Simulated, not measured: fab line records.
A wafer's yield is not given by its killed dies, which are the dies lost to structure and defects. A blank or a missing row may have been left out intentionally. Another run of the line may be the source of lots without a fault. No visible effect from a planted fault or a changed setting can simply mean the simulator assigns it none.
Which tool was responsible? | flow sky130 | 11 lots with 33 wafers sampled at 3 steps, on a route of 708 steps

== WHAT THE GAUGES SHOWED, per wafer ==
SKY_CONTACT_THK_MEAS_03.
lot  | measured     | on            | CONTACT_HDPCVD_THK (nm)
L273 | day 31 06:35 | film metro-03 | 560 571 566
L275 | day 32 01:21 | film metro-01 | 563 557 560
L276 | day 32 02:56 | film metro-04 | 564 569 568
L277 | day 32 07:12 | film metro-04 | 560 563 565
L279 | day 32 20:19 | film metro-03 | 580 565 569
L280 | day 33 01:52 | film metro-01 | 562 564 560
L282 | day 33 19:35 | film metro-04 | 576 566 570
L290 | day 35 21:37 | film metro-03 | 564 569 572
L291 | day 36 05:54 | film metro-03 | 560 559 571
L295 | day 37 16:10 | film metro-03 | 574 568 565
L296 | day 37 19:16 | film metro-04 | 579 562 564

== TOOL THAT RAN EACH LOT (tool first, then ch and the chambers of the sampled wafers, then the start) ==
lot  | SKY_LI_CONTACT_ETCH_15             | SKY_LI_CONTACT_STRIP_16
L273 | rie diel-02 ch 0,1, day 29 23:52   | plasma asher-04 ch 0,1, day 29 23:59
L275 | rie diel-03 ch 1,2,3, day 30 19:37 | plasma asher-02 ch 0,1, day 30 19:44
L276 | rie diel-02 ch 1,3, day 30 20:47   | plasma asher-04 ch 0,1, day 30 20:52
L277 | rie diel-02 ch 0,1,2, day 31 02:00 | plasma asher-02 ch 0,1, day 31 02:05
L279 | rie diel-02 ch 0,3, day 31 14:46   | plasma asher-04 ch 0,1, day 31 14:51
L280 | rie diel-03 ch 0,1,3, day 31 19:52 | plasma asher-04 ch 0,1, day 31 19:57
L282 | rie diel-02 ch 1,2, day 32 14:27   | plasma asher-02 ch 1, day 32 14:32
L290 | rie diel-03 ch 0,2,3, day 34 16:35 | plasma asher-02 ch 0,1, day 34 16:40
L291 | rie diel-02 ch 0,1, day 35 01:08   | plasma asher-01 ch 0,1, day 35 01:13
L295 | rie diel-03 ch 0,1,2, day 36 11:05 | plasma asher-01 ch 0,1, day 36 11:12
L296 | rie diel-02 ch 2,3, day 36 14:24   | plasma asher-02 ch 1, day 36 14:29
- SKY_LI_CONTACT_ETCH_15: etches PSG in C4F8/O2/Ar, stops on Si, target depth 600 nm.
- SKY_LI_CONTACT_STRIP_16: strips in O2/N2.

== THE ANSWER, worked out from the rows above alone ==
Rule: what is usual is taken from the lots themselves. The widest of any qualifying gaps counts: lots, ordered by their means at a reading, are off when they make up no more than a third of the lots, leave a main group of 4 or more, and stand apart from it by 3 or more times the standard deviation of that group's means. A main group is skipped when, at the precision printed for the reading in the tables above, its means are all equal. Also off: a lot with no number at a reading for which 4 or more lots have one. All remaining lots with rows at the step are treated as sound.
Nothing can be told from this: no lot is off at any reading shown.

== WHAT THE SIMULATOR PUT IN ==
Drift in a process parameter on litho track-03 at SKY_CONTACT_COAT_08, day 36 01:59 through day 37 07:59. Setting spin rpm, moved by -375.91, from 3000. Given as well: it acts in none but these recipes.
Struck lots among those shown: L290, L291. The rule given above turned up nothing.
